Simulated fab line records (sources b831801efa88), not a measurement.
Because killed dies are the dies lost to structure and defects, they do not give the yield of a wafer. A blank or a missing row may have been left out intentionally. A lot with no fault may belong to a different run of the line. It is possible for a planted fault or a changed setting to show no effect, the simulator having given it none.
Which tool is to blame? ; flow sky130 ; Sampling: 6 lots, 18 wafers, 2 of 708 route steps

== WHAT THE GAUGES SHOWED, per wafer ==
SKY_RES_PROTECT_TW_MEAS_08.
lot;measured;on;POLY_GATE_TW
L490;day 16 19:45;film-metro-04;30 30 30
L493;day 17 21:59;film-metro-04;4056 4064 4048
L501;day 21 16:04;film-metro-04;4037 4066 4077
L502;day 21 17:43;film-metro-04;4060 4078 4048
L506;day 22 10:19;film-metro-04;4039 4053 4050
L508;day 23 09:26;film-metro-03;3991 3972 3990

== WHAT TOOL EACH LOT RAN ON (gives the tool, then ch and the chambers of the sampled wafers, and finally the start) ==
lot;SKY_RES_PROTECT_EXPOSE_04
L490;iline-stepper-02 ch 0, day 16 05:46
L493;iline-stepper-02 ch 0, day 17 07:19
L501;iline-stepper-01 ch 0, day 21 00:26
L502;iline-stepper-02 ch 0, day 21 02:23
L506;iline-stepper-01 ch 0, day 21 19:20
L508;iline-stepper-02 ch 0, day 22 18:21
- SKY_RES_PROTECT_EXPOSE_04: exposes mask RPM, target cd 1270 nm.

== THE ANSWER, worked out from the rows above alone ==
Rule: usual is defined by the lots themselves. The widest of any qualifying gaps counts: lots, ordered by their means at a reading, are off when they make up no more than a third of the lots, leave a main group of 4 or more, and stand apart from it by 3 or more times the standard deviation of that group's means. The tables above print the reading to a certain number of digits; a main group whose means all agree to those digits is not used. A lot without any number at a reading at which 4 lots or more have one is off too. All remaining lots with rows at the step are treated as sound.
Off: L490, seen at SKY_RES_PROTECT_TW_MEAS_08 (POLY_GATE_TW). For the main group the mean is 4042 and the standard deviation 29.
If a tool, at a process step before that reading, ran all the lots that are off and no sound lot after the first of them, it fits. The gauges at SKY_RES_PROTECT_TW_MEAS_08 are tried like those tools. Of those tried, none fits.

== WHAT WAS PUT IN BY THE SIMULATOR ==
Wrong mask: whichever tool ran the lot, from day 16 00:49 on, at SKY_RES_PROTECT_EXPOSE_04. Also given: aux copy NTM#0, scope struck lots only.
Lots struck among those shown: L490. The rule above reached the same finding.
